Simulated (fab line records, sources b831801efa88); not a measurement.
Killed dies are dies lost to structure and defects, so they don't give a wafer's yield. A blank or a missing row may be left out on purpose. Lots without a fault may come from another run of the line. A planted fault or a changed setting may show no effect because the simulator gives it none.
A struck lot beside a sound one | flow sky130 | 19 steps out of a route of 708
Sound: wafers L628.1, L628.3, L628.6. Struck: wafers L644.1, L644.3, L644.5. The cause comes at the end.
At each step with rows: each side's tool, then ch and its chambers, then its first start. Under that, the readings that differ: sound wafers | struck wafers | difference of the means | sigmas: that difference in standard deviations of wafers without a fault.
alike: readings whose means differ by less than 2 such deviations, and words and numbers that are the same on both sides. not compared: withheld readings, readings that some wafer has no value for, bounds like >300 that may hide the same value, and numbers for which the record gives no deviation and whose values overlap.
The two part at a step that has a row with sigmas, a row that says differs or no value, or rows on one side only. Numbers that don't overlap but have no deviation are shown without sigmas and don't part them. A reading that every wafer of one side lacks parts them only if that side has two wafers or more.

first, 1 step without rows for these wafers: SKY_RES_XHIGH_IMPLANT_07.
SKY_RES_XHIGH_STRIP_08: strips in O2/N2.
  sound on plasma_asher-02 ch 0,1, day 26 09:16; struck on plasma_asher-04 ch 1, day 32 00:43
  reading                      | sound             | struck            | difference | sigmas
  strip_time_to_endpoint_s (s) | 14.21 14.19 14.21 | 14.28 14.32 14.31 | +0.10      | +2
  alike: drypump_motor_current_A, oes_product_au
  not compared: rf_hours_counter_h
SKY_RES_XHIGH_TW_MEAS_09:
  sound on film_metro-04, day 26 09:22; struck on film_metro-02, day 32 00:49
  reading      | sound          | struck         | difference | sigmas
  RES_XHIGH_TW | 1623 1618 1613 | 1660 1650 1662 | +39        | +2
then, 7 steps without rows for these wafers: SKY_SD_N_DEHYDRATE_00 (time 60 s); SKY_SD_N_HMDS_01 (prime time 60 s); SKY_SD_N_COAT_02 (resist thk 1140 nm); SKY_SD_N_SOFTBAKE_03 (time 60 s); SKY_SD_N_EXPOSE_04 (exposes mask NSDM, target cd 380 nm); SKY_SD_N_PEB_05; SKY_SD_N_DEVELOP_06 (develop time 60 s).
SKY_SD_N_CD_MEAS_07: target cd 380 nm.
  sound on cd_sem-02, day 27 15:07; struck on cd_sem-01, day 33 03:52
  alike: cd_nm
SKY_SD_N_OVL_MEAS_08:
  sound on overlay-02, day 27 15:14; struck on overlay-01, day 33 03:59
  alike: SD_N_OVL
SKY_SD_N_IMPLANT_09:
  sound on implanter-03 ch 0, day 27 15:16; struck on implanter-01 ch 0, day 33 04:01
  reading                   | sound                | struck               | difference | sigmas
  beam_energy_keV           | 50.001 50.015 49.999 | 38.099 38.084 38.081 | -11.917    | -99 or more
  model.implant.rp_nm (nm)  | 32.25 32.25 32.25    | 25.71 25.71 25.71    | -6.54      |
  model.implant.drp_nm (nm) | 14.11 14.11 14.11    | 11.52 11.52 11.52    | -2.59      |
  alike: faraday_current_uA
then, 1 step without rows for these wafers: SKY_SD_N_IMPLANT_10.
SKY_SD_N_STRIP_11: strips in O2/N2.
  sound on plasma_asher-01 ch 0,1, day 27 15:34; struck on plasma_asher-03 ch 0,1, day 33 04:19
  reading                      | sound             | struck            | difference | sigmas
  oes_product_au (a.u.)        | 0.525 0.523 0.523 | 0.554 0.557 0.556 | +0.032     | +7
  strip_time_to_endpoint_s (s) | 22.51 22.52 22.56 | 20.76 20.82 20.83 | -1.73      | -42
  alike: drypump_motor_current_A
  not compared: rf_hours_counter_h
SKY_SD_N_TW_MEAS_12:
  sound on film_metro-02, day 27 15:40; struck on film_metro-03, day 33 04:39
  reading | sound          | struck         | difference | sigmas
  SD_N_TW | 4011 4005 4012 | 3716 3706 3723 | -294       | -8
  not compared: hold
SKY_SD_N_RTA_14: time 2 s.
  sound on rtp_anneal-01 ch 0, day 27 15:47; struck on rtp_anneal-01 ch 0, day 33 06:13
  alike: lamp_power_pct, wafer_temp_C_max
SKY_SD_N_RS_MEAS_16: measures by four-point-probe.
  sound on film_metro-04, day 27 15:57; struck on film_metro-04, day 33 06:42
  reading          | sound             | struck            | difference | sigmas
  SD_N_RS (ohm/sq) | 68.60 68.49 68.47 | 78.05 78.07 78.08 | +9.55      | +98
  not compared: hold
then, 1 step without rows for these wafers: SKY_PAD_OPEN_PROBE_99.

WHERE THEY PART
First at SKY_RES_XHIGH_STRIP_08; last, within this record, at SKY_SD_N_RS_MEAS_16.

WHY: what the simulator had put in
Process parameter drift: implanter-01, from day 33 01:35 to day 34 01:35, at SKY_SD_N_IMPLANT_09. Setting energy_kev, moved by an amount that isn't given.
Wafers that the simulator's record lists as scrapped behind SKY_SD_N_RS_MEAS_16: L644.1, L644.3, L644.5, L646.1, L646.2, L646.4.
